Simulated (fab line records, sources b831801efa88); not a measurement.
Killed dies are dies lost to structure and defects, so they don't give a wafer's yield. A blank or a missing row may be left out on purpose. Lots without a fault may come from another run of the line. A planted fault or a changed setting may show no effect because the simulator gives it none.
Which tool did it? | flow sky130 | 14 lots, 42 wafers sampled, at 5 steps of a route of 708

WHAT THE GAUGES READ, wafer by wafer
The record holds no reading of a measuring or inspecting step that can be judged against a usual standard deviation.

WHICH TOOL RAN EACH LOT (tool, then ch and the chambers of the sampled wafers, then the start)
lot  | SKY_LOCAL_INTERCONNECT_CLEAN_18 | SKY_VIA4_CMP_02               | SKY_VIA4_ETCH_12                   | SKY_PASSIVATION_CVD_00          | SKY_PAD_OPEN_PROBE_99
L420 | wet_bench-01 ch 1, day 30 12:43 | cmp-01 ch 0,1,2, day 41 21:04 | rie_diel-02 ch 0,1,2, day 42 20:05 | pecvd-03 ch 0,2, day 43 21:04   | -
L421 | wet_bench-01 ch 1, day 30 16:40 | cmp-02 ch 0,1,3, day 42 02:21 | rie_diel-01 ch 0,1,3, day 43 01:00 | pecvd-03 ch 0,2, day 44 01:32   | -
L423 | wet_bench-04 ch 0, day 32 06:23 | cmp-02 ch 0,1,2, day 43 11:56 | rie_diel-01 ch 0,1, day 44 09:57   | pecvd-03 ch 0,1, day 45 10:02   | -
L424 | wet_bench-02 ch 1, day 32 15:07 | cmp-02 ch 0,1, day 43 18:17   | rie_diel-02 ch 0,1,2, day 44 16:46 | pecvd-04 ch 1,2, day 45 16:58   | -
L427 | wet_bench-02 ch 1, day 33 09:07 | cmp-01 ch 0,2,3, day 44 06:17 | rie_diel-04 ch 0,1, day 45 03:46   | pecvd-02 ch 0,1,2, day 46 03:22 | -
L428 | wet_bench-01 ch 1, day 34 01:30 | cmp-02 ch 0,1, day 45 00:07   | rie_diel-04 ch 0,1, day 45 21:25   | pecvd-02 ch 0,1,2, day 46 20:30 | -
L430 | wet_bench-04 ch 3, day 34 05:49 | cmp-02 ch 0,1,3, day 45 02:04 | rie_diel-04 ch 0,1,3, day 45 22:53 | pecvd-03 ch 0,1, day 46 22:06   | -
L429 | wet_bench-01 ch 3, day 34 10:25 | cmp-02 ch 0,1,2, day 45 04:21 | rie_diel-02 ch 0,1,2, day 46 00:51 | pecvd-02 ch 0,1,2, day 46 23:41 | -
L433 | wet_bench-04 ch 2, day 35 13:58 | cmp-02 ch 1,2,3, day 46 02:34 | rie_diel-01 ch 0,1,2, day 46 22:58 | pecvd-03 ch 0,1,2, day 47 21:21 | prober-01, day 49 13:49
L434 | wet_bench-02 ch 1, day 35 16:34 | cmp-02 ch 0,1,3, day 46 05:46 | rie_diel-04 ch 1,2,3, day 47 02:08 | pecvd-04 ch 0,1, day 48 00:54   | -
L437 | wet_bench-04 ch 3, day 36 03:28 | cmp-02 ch 0,1,3, day 46 14:52 | rie_diel-02 ch 0,2, day 47 11:44   | pecvd-04 ch 0,1, day 48 09:31   | prober-02, day 50 00:58
L439 | wet_bench-02 ch 3, day 36 19:48 | cmp-02 ch 0,1,3, day 47 01:49 | rie_diel-02 ch 1,2, day 47 21:17   | pecvd-04 ch 0,2, day 48 18:25   | -
L441 | wet_bench-02 ch 0, day 37 15:53 | cmp-02 ch 1,2,3, day 47 19:04 | rie_diel-01 ch 1,2, day 48 14:55   | pecvd-02 ch 0,2, day 49 11:33   | -
L442 | wet_bench-01 ch 3, day 37 16:07 | cmp-02 ch 0,2,3, day 47 20:10 | rie_diel-02 ch 2,3, day 48 15:45   | pecvd-04 ch 1,2, day 49 11:58   | -
- SKY_LOCAL_INTERCONNECT_CLEAN_18: cleans in O3/DIW.
- SKY_VIA4_CMP_02: polishes SiO2.
- SKY_VIA4_ETCH_12: etches SiO2 in C4F8/O2/Ar, stops on TiN, target depth 580 nm.
- SKY_PASSIVATION_CVD_00: deposits SiO2, target thk 90 nm.
- SKY_PAD_OPEN_PROBE_99

WHAT THE TOOLS THEMSELVES READ (means of the sampled wafers that have a number; where no wafer has one, the mark that the record gives instead)
SKY_VIA4_CMP_02.
lot  | tool   | motor_current_A (A)
L420 | cmp-01 | 12.3
L421 | cmp-02 | 11.7
L423 | cmp-02 | 11.7
L424 | cmp-02 | 11.7
L427 | cmp-01 | 11.2
L428 | cmp-02 | 11.5
L430 | cmp-02 | 11.6
L429 | cmp-02 | 11.7
L433 | cmp-02 | 11.1
L434 | cmp-02 | 11.9
L437 | cmp-02 | 11.5
L439 | cmp-02 | 11.8
L441 | cmp-02 | 11.4
L442 | cmp-02 | 11.4

SKY_VIA4_ETCH_12.
lot  | tool        | chamber_pressure_mTorr (mTorr) | oes_product_au (a.u.)
L420 | rie_diel-02 | 39.98                          | 0.923
L421 | rie_diel-01 | 40.01                          | 0.926
L423 | rie_diel-01 | 40.02                          | 0.923
L424 | rie_diel-02 | 39.96                          | 0.921
L427 | rie_diel-04 | 40.01                          | 0.924
L428 | rie_diel-04 | 40.05                          | 0.932
L430 | rie_diel-04 | 40.03                          | 0.934
L429 | rie_diel-02 | 39.95                          | 0.925
L433 | rie_diel-01 | 40.02                          | 0.924
L434 | rie_diel-04 | 39.99                          | 0.929
L437 | rie_diel-02 | 40.01                          | 0.928
L439 | rie_diel-02 | 40.02                          | 0.929
L441 | rie_diel-01 | 40.05                          | 0.922
L442 | rie_diel-02 | 39.99                          | 0.922

SKY_PASSIVATION_CVD_00.
lot  | tool     | heater_power_w (W) | susceptor_temp_C (C)
L420 | pecvd-03 | 741                | 399.93
L421 | pecvd-03 | 594                | 400.01
L423 | pecvd-03 | 673                | 400.26
L424 | pecvd-04 | 683                | 399.84
L427 | pecvd-02 | 658                | 400.02
L428 | pecvd-02 | 682                | 399.93
L430 | pecvd-03 | 689                | 399.72
L429 | pecvd-02 | 664                | 399.82
L433 | pecvd-03 | 677                | 400.22
L434 | pecvd-04 | 772                | 399.93
L437 | pecvd-04 | 726                | 400.03
L439 | pecvd-04 | 634                | 399.78
L441 | pecvd-02 | 533                | 399.96
L442 | pecvd-04 | 700                | 399.92

SKY_PAD_OPEN_PROBE_99.
lot  | tool      | killed_at_M0_to_M3 | killed_at_M4_up | killed_at_contacts | killed_at_front_end | killed_at_other | killed_dies | killed_open | killed_short
L433 | prober-01 | 42                 | 4.7             | 69                 | 18                  | 0.7             | 134         | 48          | 42
L437 | prober-02 | 42                 | 2.0             | 78                 | 13                  | 0.0             | 135         | 41          | 35

THE ANSWER, worked out from the rows above alone
Rule: what is usual is taken from the lots themselves. Put in order of their means at a reading, lots are off if they are a third of the lots or fewer, leave a main group of 4 or more, and stand apart from it by a gap of 3 or more times the standard deviation of the main group's means; of several such gaps the widest counts. A main group whose means are all the same, to the digits that the tables above print for the reading, isn't used. A lot without any number at a reading at which 4 lots or more have one is off too. The other lots that the step has rows for count as sound. The gauges are gone through in route order, then the tools' own readings, and for those a lot's mean is taken as printed above. The first step at which some lot is off is used, and at that step the reading that is off furthest; a lot without a number counts as furthest.
No lot is off at any reading shown: from this, nothing can be told.

WHAT THE SIMULATOR HAD PUT IN
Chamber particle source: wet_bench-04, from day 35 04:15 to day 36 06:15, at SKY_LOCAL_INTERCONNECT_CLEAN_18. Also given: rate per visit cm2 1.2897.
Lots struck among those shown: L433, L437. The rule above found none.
